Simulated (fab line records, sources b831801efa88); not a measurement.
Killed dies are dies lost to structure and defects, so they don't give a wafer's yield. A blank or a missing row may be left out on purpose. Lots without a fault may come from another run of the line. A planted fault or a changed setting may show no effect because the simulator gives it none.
Problem report in the 8D (eight disciplines) form, filled by code | flow sky130 | the parts of the form that need people (team, actions taken, sign-off) are left out

1. THE PROBLEM
SONOS_TUNNEL_TW at SKY_SONOS_TUNNEL_TW_MEAS_12 reads a mean of 159.9 on 6 wafers of 2 lots; wafers without a fault read 196.3 with a standard deviation of 0.83. That is -44 standard deviations from the usual mean.
First seen on wafer L392.1, day 14 01:17, on film_metro-04. The record holds 36 wafers of 12 lots with a number at this step. Rule for "out", or "out of limits": more than 4 standard deviations from the usual mean. The other wafers with a number count as sound.

2. WHAT IT IS AND WHAT IT IS NOT
question                    | is                           | is not
which readings at this step | SONOS_TUNNEL_TW              | -
which lots                  | L392, L393                   | L384, L386, L387, L400, L401, L402, L403, L404, L405, L406
which wafers of those lots  | all that have a number       | -
read on which gauges        | film_metro-02, film_metro-04 | film_metro-03
when                        | from day 14 01:17            | up to then (9 sound wafers); but 21 sound wafers of L400, L401, L402, L403, L404, L405, L406 came after

3. SUSPECTS, AND WHAT RULES EACH OUT
Counting: a tool at a process step up to the reading stays a suspect if it ran every lot that is out and no sound lot after the first of them.
- the gauge at SKY_SONOS_TUNNEL_TW_MEAS_12: ruled out. The wafers that are out were read on 2 gauges (film_metro-02, film_metro-04).
- implanter-01 at SKY_SONOS_TUNNEL_IMPLANT_09: ruled out as a lasting fault. Sound lots L401, L403, L405, L406 ran on it after its first lot that is out, L392 (day 14 00:52).
Left after counting: nothing in the record.

4. THE CAUSE (what the simulator had put in)
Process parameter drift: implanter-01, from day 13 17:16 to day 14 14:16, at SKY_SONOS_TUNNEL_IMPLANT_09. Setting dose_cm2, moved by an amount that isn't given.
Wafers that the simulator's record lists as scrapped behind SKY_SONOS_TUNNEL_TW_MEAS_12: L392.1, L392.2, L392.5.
Counting ruled it out, wrongly: the rule takes a fault to strike every lot that its tool runs from its start on, and this one did not.

5. THE CHAIN OF EFFECTS, in route order
Each row: a reading whose mean over the struck wafers that have a number lies more than 3 standard deviations from the usual. Only readings for which the record gives a usual standard deviation are gone through. hours: the time from each lot's start at the first step in this table that gives one to its start at this step, as a median over the lots. sigmas: the change in usual standard deviations.
hours | step                        | reading            | usual      | on struck wafers | change      | sigmas
0     | SKY_SONOS_TUNNEL_IMPLANT_09 | dose_ions_cm2      | 1.0002e+12 | 4.7838e+11       | -5.2182e+11 | -99 or more
0     | SKY_SONOS_TUNNEL_IMPLANT_09 | faraday_current_uA | 5.65       | 2.72             | -2.93       | -24
0     | SKY_SONOS_TUNNEL_TW_MEAS_12 | SONOS_TUNNEL_TW    | 196.3      | 159.9            | -36.4       | -44
The process steps in it:
- SKY_SONOS_TUNNEL_IMPLANT_09
Later measuring or inspecting steps at which every struck wafer that the step has a row for has a number for every such reading, and none has moved that far: SKY_SD_N_TW_MEAS_12.

6. WHAT WOULD HAVE CAUGHT IT SOONER
In this record the first reading out of limits at a measuring or inspecting step was taken at day 14 01:17, 8 hours after the fault began at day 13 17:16.
The tool's own readings at SKY_SONOS_TUNNEL_IMPLANT_09 were out on every struck wafer that the step has a row for (dose_ions_cm2, faraday_current_uA): an alarm limit on them would have fired on the first of those.
